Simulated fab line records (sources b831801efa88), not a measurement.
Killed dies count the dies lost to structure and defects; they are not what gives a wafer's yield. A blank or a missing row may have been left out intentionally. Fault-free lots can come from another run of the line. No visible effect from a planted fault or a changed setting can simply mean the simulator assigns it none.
Struck lot and sound lot, side by side :: flow sky130 :: 23 out of 708 route steps
Sound: the wafers L102.2, L102.4, L102.5. The struck wafers were L108.2, L108.3, L108.6. The cause comes at the end.
Per side, at each step with rows, come the tool, then ch with its chambers, and then its first start. Under that, the readings that differ: sound wafers :: struck wafers :: difference of the means :: sigmas: that difference in standard deviations of wafers without a fault.
alike: words and numbers the same on both sides, and readings whose means are apart by under 2 such deviations; not compared: readings that were withheld, readings missing a value for some wafer, numbers with overlapping values and no deviation given by the record, and bounds like >300 which may hide the same value.
The two part at a step that has a row with sigmas, a row that says differs or no value, or rows on one side only. Numbers that don't overlap but have no deviation are shown without sigmas and don't part them. A reading that every wafer of one side lacks parts them only if that side has two wafers or more.

first, 8 steps without rows for these wafers: SKY_LDD_N_IMPLANT_08; SKY_LDD_N_IMPLANT_09; SKY_LDD_N_IMPLANT_10; SKY_LDD_N_IMPLANT_11; SKY_LDD_N_IMPLANT_12; SKY_LDD_N_IMPLANT_13; SKY_LDD_N_IMPLANT_14; SKY_LDD_N_IMPLANT_15.
SKY_LDD_N_STRIP_16: strips in O2/N2.
  sound on plasma asher-04 ch 0,1, day 18 00:11; struck on plasma asher-02 ch 0, day 20 10:16
  alike: drypump motor current A, oes product au, strip time to endpoint s
  not compared: rf hours counter h
SKY_LDD_N_TW_MEAS_17:
  sound on film metro-04 at day 18 00:18; struck on film metro-04 at day 20 10:23
  alike: LDD_N_TW
then, 2 steps without rows for these wafers: SKY_LDD_P_DEHYDRATE_00 (time 60 s); SKY_LDD_P_HMDS_01 (prime time 60 s).
SKY_LDD_P_COAT_02: resist thk 1140 nm.
  sound on litho track-03 ch 0, day 18 15:14; struck on litho track-02 ch 0, day 21 01:43
reading: spin speed rpm (rpm)
sound: 3002.9 2999.3 3001.4
struck: 3077.2 3079.7 3079.0
difference: +77.4
sigmas: +37

reading: model.NOVOLAK_of_LDD_P_COAT_02.thk nm (nm)
sound: 1144 1146 1142
struck: 1129 1127 1128
difference: -16
sigmas: 
then, 3 steps without rows for these wafers: SKY_LDD_P_SOFTBAKE_03 (time 60 s); SKY_LDD_P_EXPOSE_04 (exposes mask PSDM, target cd 380 nm); SKY_LDD_P_PEB_05.
SKY_LDD_P_DEVELOP_06: develop time 61.64 s.
  sound on litho track-04 ch 0, day 19 07:32; struck on litho track-02 ch 0, day 21 17:37
reading: model.NOVOLAK_of_LDD_P_COAT_02.thk nm (nm)
sound: 1143 1146 1142
struck: 1128 1127 1128
difference: -16
sigmas: 
SKY_LDD_P_CD_MEAS_07 targets a cd of 380 nm.
  sound on cd sem-02 at day 19 07:41; struck on cd sem-02 at day 21 17:45
  alike: cd nm
SKY_LDD_P_OVL_MEAS_08:
  sound on overlay-02 at day 19 07:47; struck on overlay-02 at day 21 17:52
  alike: LDD_P_OVL
next, for these wafers, 1 step has no rows: SKY_LDD_P_IMPLANT_09.
SKY_LDD_P_STRIP_10: strips in O2/N2.
  sound on plasma asher-04 ch 0,1, day 19 07:58; struck on plasma asher-02 ch 0,1, day 21 18:02
reading: strip time to endpoint s (s)
sound: 14.23 14.24 14.21
struck: 14.03 14.02 14.05
difference: -0.19
sigmas: -5
  alike: drypump motor current A, oes product au
  not compared: rf hours counter h
SKY_LDD_P_TW_MEAS_11:
  sound on film metro-02 at day 19 08:04; struck on film metro-02 at day 21 18:09
  alike: LDD_P_TW
-- a jump in the record: the struck wafers' starts before and after are 26 days apart (it breaks off in module LDD_P and resumes in module PAD_OPEN, where the first step shown is number 708 of the route) --
SKY_PAD_OPEN_PROBE_99:
  sound on prober-02 at day 46 01:23; struck on prober-02 at day 47 17:59
  alike: killed_at_M0_to_M3, killed_at_M4_up, killed at contacts, killed at front end, killed at other, killed dies, killed open, killed short

WHERE THEY PART
Earliest at SKY_LDD_P_COAT_02; latest, in this record, at SKY_LDD_P_STRIP_10. Later steps at which nothing parts them and some readings are alike: SKY_LDD_P_TW_MEAS_11, SKY_PAD_OPEN_PROBE_99.

WHY: what the simulator had put in
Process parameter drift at SKY_LDD_P_COAT_02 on litho track-02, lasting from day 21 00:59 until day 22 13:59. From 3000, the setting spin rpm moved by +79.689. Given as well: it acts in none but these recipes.
